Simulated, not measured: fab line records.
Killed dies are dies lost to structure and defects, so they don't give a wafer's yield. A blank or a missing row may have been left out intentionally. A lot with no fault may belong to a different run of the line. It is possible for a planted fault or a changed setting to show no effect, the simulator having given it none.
8D (eight disciplines) problem report, filled in by code -- flow sky130 -- the parts of the form that need people (team, actions taken, sign-off) are left out

1. WHAT WENT WRONG
Wafers free of any fault read 1437 (standard deviation 7) for LDD_HVN_TW at SKY_LDD_HVN_TW_MEAS_10, against a mean of 1276 on 6 wafers of 2 lots. Measured from the usual mean, that is -23 standard deviations.
First observed at day 23 09:55: wafer L735.2, on film_metro-02. The record holds 39 wafers of 13 lots with a number at this step. The rule behind "out" and "out of limits": a value lying over 4 standard deviations away from the usual mean. The rest of the wafers with a number are treated as sound.

2. WHAT IT IS, AND WHAT IT ISN'T
question,is,is not
which readings at this step,LDD_HVN_TW,-
which lots,"L735, L736","L729, L730, L731, L732, L733, L741, L744, L745, L747, L749, L751"
which wafers of those lots,all that have a number,-
read on which gauges,"film_metro-02, film_metro-04",film_metro-01
when,from day 23 09:55,"up to then (15 sound wafers); but 18 sound wafers of L741, L744, L745, L747, L749, L751 came after"

3. SUSPECTS, AND WHAT RULES EACH OUT
Counting: a tool at any process step up to the reading remains a suspect when it ran all the lots that are out and ran no sound lot after the first of those.
- the gauge at SKY_LDD_HVN_TW_MEAS_10 has been ruled out. Those wafers that are out were read across 2 gauges (film_metro-02, film_metro-04).
- implanter-03 at SKY_LDD_HVN_IMPLANT_08: ruled out as a lasting fault. Following L735 (day 23 09:40), the first lot on it that is out, the sound lots L744, L747, L749, L751 were run on it.
Left after counting: nothing in the record.

4. THE CAUSE (what the simulator had put in)
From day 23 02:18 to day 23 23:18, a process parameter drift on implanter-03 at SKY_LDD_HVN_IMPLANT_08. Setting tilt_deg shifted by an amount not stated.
Counting ruled it out, wrongly: the rule takes a fault to strike every lot that its tool runs from its start on, and this one did not.

5. THE CHAIN OF EFFECTS, in route order
Each row: a reading where the mean over the struck wafers with a number is more than 3 standard deviations away from the usual. Only readings for which the record gives a usual standard deviation are gone through. hours: the time from each lot's start at the first step in this table that gives one to its start at this step, as a median over the lots. sigmas: the change in usual standard deviations.
hours,step,reading,usual,on struck wafers,change,sigmas
0,SKY_LDD_HVN_IMPLANT_08,tilt_deg,39.998 degrees,-0.004,-40.002,-99 or more
0,SKY_LDD_HVN_TW_MEAS_10,LDD_HVN_TW,1437,1276,-160,-23
Here are the process steps it includes:
- SKY_LDD_HVN_IMPLANT_08
Later measuring or inspecting steps at which every struck wafer that the step has a row for has a number for every such reading, and none has moved that far: SKY_SPACER_THK_MEAS_01.

6. WHAT WOULD HAVE CAUGHT IT SOONER
In this record the first reading out of limits at a measuring or inspecting step was taken at day 23 09:55, 8 hours after the fault began at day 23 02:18.
The tool's own readings at SKY_LDD_HVN_IMPLANT_08 were out on every struck wafer that the step has a row for (tilt_deg): an alarm limit on them would have fired on the first of those.
